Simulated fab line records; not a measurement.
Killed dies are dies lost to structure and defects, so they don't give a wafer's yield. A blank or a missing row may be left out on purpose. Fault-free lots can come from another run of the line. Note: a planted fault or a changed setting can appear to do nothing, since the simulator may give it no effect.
Commonality check across tools | flow sky130 | Sampled: 15 lots, 45 wafers

## REASON FOR OPENING
At SKY_LDD_LDN_TW_MEAS_13 the reading LDD_LDN_TW is flagged on 3 of 15 lots. Wafers without a fault read 1482, standard deviation 8.3.
Rule: a lot is flagged when every wafer of it that has a number lies more than 4 standard deviations from that mean, or none has a number. As for the other lots, they are considered sound.

lot  | measured     | on            | LDD_LDN_TW, wafer by wafer | flag
L871 | day 24 09:29 | film_metro-03 | 1471 1469 1474             |
L872 | day 24 10:41 | film_metro-04 | 1479 1487 1473             |
L874 | day 25 12:22 | film_metro-01 | 1476 1471 1490             |
L873 | day 25 12:35 | film_metro-01 | 1490 1477 1478             |
L877 | day 26 15:53 | film_metro-04 | 1490 1479 1486             |
L878 | day 26 19:02 | film_metro-04 | 1480 1487 1486             |
L880 | day 27 05:30 | film_metro-03 | 1477 1469 1467             |
L881 | day 27 13:03 | film_metro-03 | 1475 1471 1471             |
L883 | day 27 21:38 | film_metro-04 | 1490 1491 1496             |
L885 | day 28 14:24 | film_metro-04 | 1373 1380 1369             | FLAGGED
L887 | day 28 21:43 | film_metro-04 | 1367 1370 1376             | FLAGGED
L888 | day 29 11:13 | film_metro-03 | 1355 1352 1355             | FLAGGED
L889 | day 29 13:53 | film_metro-03 | 1485 1482 1479             |
L892 | day 30 09:23 | film_metro-01 | 1488 1487 1477             |
L893 | day 30 13:41 | film_metro-03 | 1475 1466 1470             |
The numbers of the flagged lots are 1366 on average: -116 against the usual, or -14 standard deviations.

## EACH LOT AND THE TOOL IT RAN ON
The record keeps 1 process step preceding the reading, out of 708 steps on the route. Read each cell as the tool, then ch plus the chambers that the sampled wafers visited, then the start.
lot  | flag    | SKY_LDD_LDN_IMPLANT_11
L871 |         | implanter-04 ch 0, day 24 09:14
L872 |         | implanter-02 ch 0, day 24 10:26
L874 |         | implanter-04 ch 0, day 25 12:08
L873 |         | implanter-02 ch 0, day 25 12:20
L877 |         | implanter-04 ch 0, day 26 15:38
L878 |         | implanter-04 ch 0, day 26 18:47
L880 |         | implanter-04 ch 0, day 27 05:17
L881 |         | implanter-04 ch 0, day 27 12:50
L883 |         | implanter-02 ch 0, day 27 21:23
L885 | FLAGGED | implanter-02, day 28 14:10
L887 | FLAGGED | implanter-01, day 28 21:24
L888 | FLAGGED | implanter-01, day 29 10:59
L889 |         | implanter-02 ch 0, day 29 13:38
L892 |         | implanter-02 ch 0, day 30 09:08
L893 |         | implanter-01 ch 0, day 30 13:26
What the steps here do:
- SKY_LDD_LDN_IMPLANT_11
- SKY_LDD_LDN_TW_MEAS_13

## FLAGGED AGAINST TOTAL, ONE TOOL AT A TIME (gauges that did the reading follow at the end)
step                   | tool          | lots run | flagged | share of the flagged lots | sound lots run after its first flagged lot
SKY_LDD_LDN_IMPLANT_11 | implanter-01  | 3        | 2       | some                      | 1 (L893)
SKY_LDD_LDN_IMPLANT_11 | implanter-02  | 6        | 1       | some                      | 2 (L889,L892)
SKY_LDD_LDN_IMPLANT_11 | implanter-04  | 6        | 0       | none                      | -
SKY_LDD_LDN_TW_MEAS_13 | film_metro-01 | 3        | 0       | none                      | -
SKY_LDD_LDN_TW_MEAS_13 | film_metro-03 | 6        | 1       | some                      | 2 (L889,L893)
SKY_LDD_LDN_TW_MEAS_13 | film_metro-04 | 6        | 2       | some                      | 0

## WHAT IS ALLOWED BY THE TABLE
No row of the table ran every flagged lot.

## WHAT THE SIMULATOR HAD INSERTED
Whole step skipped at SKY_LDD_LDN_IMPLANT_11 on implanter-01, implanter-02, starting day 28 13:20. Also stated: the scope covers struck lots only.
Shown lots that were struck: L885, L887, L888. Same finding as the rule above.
